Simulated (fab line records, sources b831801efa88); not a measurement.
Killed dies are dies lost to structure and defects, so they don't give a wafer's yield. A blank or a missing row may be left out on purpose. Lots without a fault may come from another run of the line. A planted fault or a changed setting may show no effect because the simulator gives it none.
Chamber matching | flow sky130 | SKY_CONTACT_CMP_04 on cmp-02: 4 sister chambers
The step polishes SiO2. 20 wafers are shown with their chamber, then 10 later ones without.

WAFERS WITH THEIR CHAMBER
wafer  | chamber | motor_current_A (A) | time_to_endpoint_s (s) | retaining_ring_pressure_frac
L592.1 | 0       | 12.0                | 79                     | 0.999
L592.3 | 1       | 13.2                | 79                     | 0.998
L592.5 | 3       | 11.8                | 78                     | 1.004
L593.1 | 1       | 13.3                | 85                     | 1.008
L593.4 | 3       | 11.5                | 82                     | 1.003
L593.5 | 3       | 12.0                | 82                     | 0.999
L594.2 | 1       | 12.9                | 83                     | 0.994
L594.5 | 1       | 13.4                | 74                     | 0.992
L594.6 | 2       | 12.6                | 85                     | 1.000
L595.3 | 1       | 13.7                | 85                     | 1.001
L595.5 | 0       | 11.4                | 85                     | 1.003
L595.6 | 1       | 14.0                | 81                     | 1.006
L596.2 | 1       | 12.9                | 89                     | 1.002
L596.4 | 2       | 13.1                | 86                     | 1.003
L596.6 | 2       | 13.1                | 87                     | 1.002
L597.3 | 1       | 13.6                | 85                     | 1.007
L597.4 | 3       | 11.8                | 81                     | 1.004
L597.6 | 2       | 13.6                | 88                     | 1.011
L598.2 | 2       | 12.4                | 89                     | 1.000
L598.3 | 1       | 13.7                | 82                     | 0.987

SIGNATURES (means of the wafers above)
reading                      | chamber 0 | chamber 1 | chamber 2 | chamber 3 | scatter within a chamber
motor_current_A              | 11.700    | 13.411    | 12.960    | 11.775    | 0.381
time_to_endpoint_s           | 82.00     | 82.56     | 87.00     | 80.75     | 3.42
retaining_ring_pressure_frac | 1.00100   | 0.99944   | 1.00320   | 1.00250   | 0.00577
Rule: a wafer's distance from a chamber is the root of the sum, over the readings, of the square of ((its reading less the chamber's mean) divided by the reading's scatter). The wafer belongs to the nearest chamber; if the next one is less than 2 further off, it can't be placed. The scatter: the root of (the sum of the squares of (reading less its chamber's mean) over the shown wafers, divided by (wafers less chambers)).

WAFERS WITHOUT THEIR CHAMBER
wafer  | motor_current_A (A) | time_to_endpoint_s (s) | retaining_ring_pressure_frac
L598.6 | 12.3                | 84                     | 0.997
L599.1 | 12.8                | 91                     | 1.001
L599.5 | 14.3                | 83                     | 0.994
L599.6 | 11.3                | 89                     | 1.001
L603.4 | 13.0                | 88                     | 0.997
L603.5 | 14.0                | 86                     | 0.991
L603.6 | 11.4                | 86                     | 1.001
L605.2 | 11.6                | 85                     | 0.998
L605.3 | 13.4                | 90                     | 0.994
L605.5 | 11.7                | 82                     | 0.996

WHICH CHAMBER EACH WENT THROUGH
wafer  | from the rows above               | in truth
L598.6 | can't be placed: 0 or 3 or 2 or 1 | 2
L599.1 | can't be placed: 2 or 1           | 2
L599.5 | can't be placed: 1 or 2           | 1
L599.6 | can't be placed: 0 or 3           | 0
L603.4 | can't be placed: 2 or 1           | 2
L603.5 | can't be placed: 1 or 2           | 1
L603.6 | can't be placed: 0 or 3           | 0
L605.2 | can't be placed: 0 or 3           | 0
L605.3 | can't be placed: 2 or 1           | 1
L605.5 | can't be placed: 0 or 3           | 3
Placed correctly: 0 of 10. Can't be placed from these rows: 10 (the true chamber is among the candidates in 10). Placed wrongly: 0.
